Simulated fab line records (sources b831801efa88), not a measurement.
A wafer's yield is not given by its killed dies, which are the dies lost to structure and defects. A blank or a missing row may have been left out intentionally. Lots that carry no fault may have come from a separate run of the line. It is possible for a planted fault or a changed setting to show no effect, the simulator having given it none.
Problem report in the 8D (eight disciplines) form, filled by code :: flow sky130 :: the parts of the form that need people (team, actions taken, sign-off) are left out

## 1. PROBLEM STATEMENT
Wafers free of any fault read 0.1265 ohm/sq (standard deviation 0.0014) for METAL1_ALCU_RS at SKY_METAL1_RS_MEAS_05, against a mean of 0.1102 ohm/sq on 6 wafers of 2 lots. Measured from the usual mean, that is -12 standard deviations.
The step: measures by four-point-probe.
Seen first at day 37 02:40 on film-metro-04, wafer L607.2. The record holds 33 wafers of 11 lots with a number at this step. The rule behind "out" and "out of limits": a value lying over 4 standard deviations away from the usual mean. The other wafers with a number count as sound.

## 2. WHAT IT IS AND WHAT IT IS NOT
question: which readings at this step
is: METAL1_ALCU_RS
is not: -

question: which lots
is: L607, L608
is not: L593, L594, L597, L598, L599, L602, L606, L610, L612

question: which wafers of those lots
is: all that have a number
is not: -

question: read on which gauges
is: film-metro-02, film-metro-04
is not: -

question: when
is: from day 37 02:40
is not: up to then (21 sound wafers); but 6 sound wafers of L610, L612 came after

## 3. SUSPECTS, AND WHAT RULES EACH OUT
Counting: a tool stays on the suspect list if, at a process step up to the reading, it processed all lots that are out and no sound lot following the first of them.
- the gauge at SKY_METAL1_RS_MEAS_05 is ruled out. The wafers that are out were read on 2 gauges (film-metro-02, film-metro-04).
- pvd-sputter-03 at SKY_METAL1_SPUTTER_02 (material AlCu, target thk 250 nm, time 13.3 s): kept. All lots that are out passed through it, beginning with L607 at day 37 02:34, and no sound lot followed; its final sound lot before that point was L602 at day 35 04:18.
- pvd-sputter-03 at SKY_METAL1_SPUTTER_04 (material TiN, target thk 70 nm, time 58.3 s): kept. All lots that are out passed through it, beginning with L607 at day 37 02:36, and no sound lot followed; its final sound lot before that point was L602 at day 35 04:20.
Remaining after the count are pvd-sputter-03 at SKY_METAL1_SPUTTER_02 and pvd-sputter-03 at SKY_METAL1_SPUTTER_04.

## 4. THE CAUSE (what the simulator had put in)
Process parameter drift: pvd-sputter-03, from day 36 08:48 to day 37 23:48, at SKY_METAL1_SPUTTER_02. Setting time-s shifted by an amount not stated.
2 suspects survive the count, and this tool is in that group.

## 5. THE EFFECT CHAIN, in route order
One row per reading whose mean, taken over the struck wafers that have a number, lies over 3 standard deviations from the usual. Scope: only readings with a usual standard deviation given in the record; hours: median across lots of the time from each lot's start at the first step in this table that gives one to its start at this step; sigmas: change in usual standard deviations.
hours: 0
step: SKY_METAL1_RS_MEAS_05
reading: METAL1_ALCU_RS
usual: 0.1265 ohm/sq
on struck wafers: 0.1102
change: -0.0163
sigmas: -12

hours: 0
step: SKY_METAL1_THK_MEAS_06
reading: METAL1_ALCU_THK
usual: 253.7 nm
on struck wafers: 289.7
change: +36.0
sigmas: +12

## 6. WHAT WOULD HAVE CAUGHT IT SOONER
18 hours passed between the start of the fault at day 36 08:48 and the first reading out of limits at a measuring or inspecting step in this record, taken at day 37 02:40.
Tool readings at SKY_METAL1_SPUTTER_02 with a usual standard deviation given in the record: none out on any struck wafer, hence no alarm at a limit of 4 standard deviations on them.
Lots out: 2; of these, L608 started SKY_METAL1_SPUTTER_02 on pvd-sputter-03 after day 37 02:40. Had the tool been put on hold then, it would have been spared.
